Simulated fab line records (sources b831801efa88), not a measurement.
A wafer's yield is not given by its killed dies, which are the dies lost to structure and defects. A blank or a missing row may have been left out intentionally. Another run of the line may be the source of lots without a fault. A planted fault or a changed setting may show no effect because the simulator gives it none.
Chamber matching ; flow sky130 ; SKY_POLY_CUT_ETCH_10 on rieDiel-04: 4 sister chambers
The step etches BARC in N2/H2, stops on SiO2, time 45.9 s, target depth 60 nm. 7 wafers are shown with their chamber, then 7 later ones without.

EACH WAFER AND ITS CHAMBER
wafer;chamber;oesProductAu (a.u.);n2FlowSccm (sccm)
L081.2;3;0.851;100.20
L081.3;2;0.857;99.52
L082.1;1;0.857;99.79
L082.3;0;0.854;100.58
L082.6;1;0.856;100.06
L090.1;2;0.853;99.65
L090.3;0;0.856;99.99

WAFERS MISSING THEIR CHAMBER
wafer;oesProductAu (a.u.);n2FlowSccm (sccm)
L090.6;0.856;100.25
L092.2;0.852;100.03
L092.3;0.862;100.45
L092.5;0.853;100.31
L096.1;0.855;100.07
L096.4;0.862;100.11
L096.5;0.846;99.33

WHICH CHAMBER EACH ONE RAN IN
wafer;from the rows above;in truth
L090.6;can't be placed: 0 or 1 or 2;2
L092.2;can't be placed: 3 or 0 or 2 or 1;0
L092.3;can't be placed: 1 or 0 or 2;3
L092.5;can't be placed: 0 or 3 or 1 or 2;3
L096.1;can't be placed: 0 or 1 or 2 or 3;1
L096.4;can't be placed: 1 or 0 or 2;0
L096.5;can't be placed: 3 or 2 or 0 or 1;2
Correctly placed: 0 of 7. From these rows, 7 cannot be placed; in 6 the true chamber is one of the candidates. 0 placed wrongly.
How it was worked out, from the rows above alone: a wafer's distance from a chamber is the root of the sum, over the readings, of the square of ((its reading less the chamber's mean) divided by the reading's scatter). If the next closest chamber is less than 2 further off than the closest, the wafer can't be placed; otherwise it belongs to the closest. The mean given for a chamber averages the wafers shown for that chamber. How the scatter is found: for the shown wafers, subtract from each reading the mean of its chamber, square and add these, divide the total by (wafers less chambers), then take the root.
